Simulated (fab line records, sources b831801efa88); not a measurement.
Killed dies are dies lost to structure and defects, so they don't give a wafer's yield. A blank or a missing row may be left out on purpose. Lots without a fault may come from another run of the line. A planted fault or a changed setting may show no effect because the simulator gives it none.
Which tool did it? | flow sfq_line | 7 lots, 21 wafers sampled, at 2 steps of a route of 325

WHAT THE GAUGES READ, wafer by wafer
SFQ_L0_RS_MEAS_901: measures by four-point-probe.
lot  | measured    | on            | L0_MONX_KI_RS (ohm/sq)
L640 | day 1 22:35 | film_metro-01 | 43.9 43.8 43.6
L645 | day 2 23:34 | film_metro-04 | 43.9 44.2 44.2
L647 | day 3 09:35 | film_metro-01 | 42.7 42.9 42.9
L653 | day 4 15:35 | film_metro-04 | 43.8 43.5 43.9
L656 | day 5 06:35 | film_metro-04 | 44.3 44.5 44.6
L659 | day 5 21:34 | film_metro-04 | 43.3 43.3 43.3
L661 | day 6 07:34 | film_metro-02 | 43.1 43.4 43.3

WHICH TOOL RAN EACH LOT (tool, then ch and the chambers of the sampled wafers, then the start)
lot  | SFQ_TRILAYER_L0_DEP_SPUTTER_003
L640 | pvd_sputter-05, day 1 22:29
L645 | pvd_sputter-03, day 2 23:29
L647 | pvd_sputter-03, day 3 09:29
L653 | pvd_sputter-03, day 4 15:29
L656 | pvd_sputter-06, day 5 06:29
L659 | pvd_sputter-05, day 5 21:29
L661 | pvd_sputter-06, day 6 07:29
- SFQ_TRILAYER_L0_DEP_SPUTTER_003: material MoNx KI, target thk 40 nm, time 100 s.

THE ANSWER, worked out from the rows above alone
Rule: what is usual is taken from the lots themselves. Put in order of their means at a reading, lots are off if they are a third of the lots or fewer, leave a main group of 4 or more, and stand apart from it by a gap of 3 or more times the standard deviation of the main group's means; of several such gaps the widest counts. A main group whose means are all the same, to the digits that the tables above print for the reading, isn't used. A lot without any number at a reading at which 4 lots or more have one is off too. The other lots that the step has rows for count as sound.
No lot is off at any reading shown: from this, nothing can be told.

WHAT THE SIMULATOR HAD PUT IN
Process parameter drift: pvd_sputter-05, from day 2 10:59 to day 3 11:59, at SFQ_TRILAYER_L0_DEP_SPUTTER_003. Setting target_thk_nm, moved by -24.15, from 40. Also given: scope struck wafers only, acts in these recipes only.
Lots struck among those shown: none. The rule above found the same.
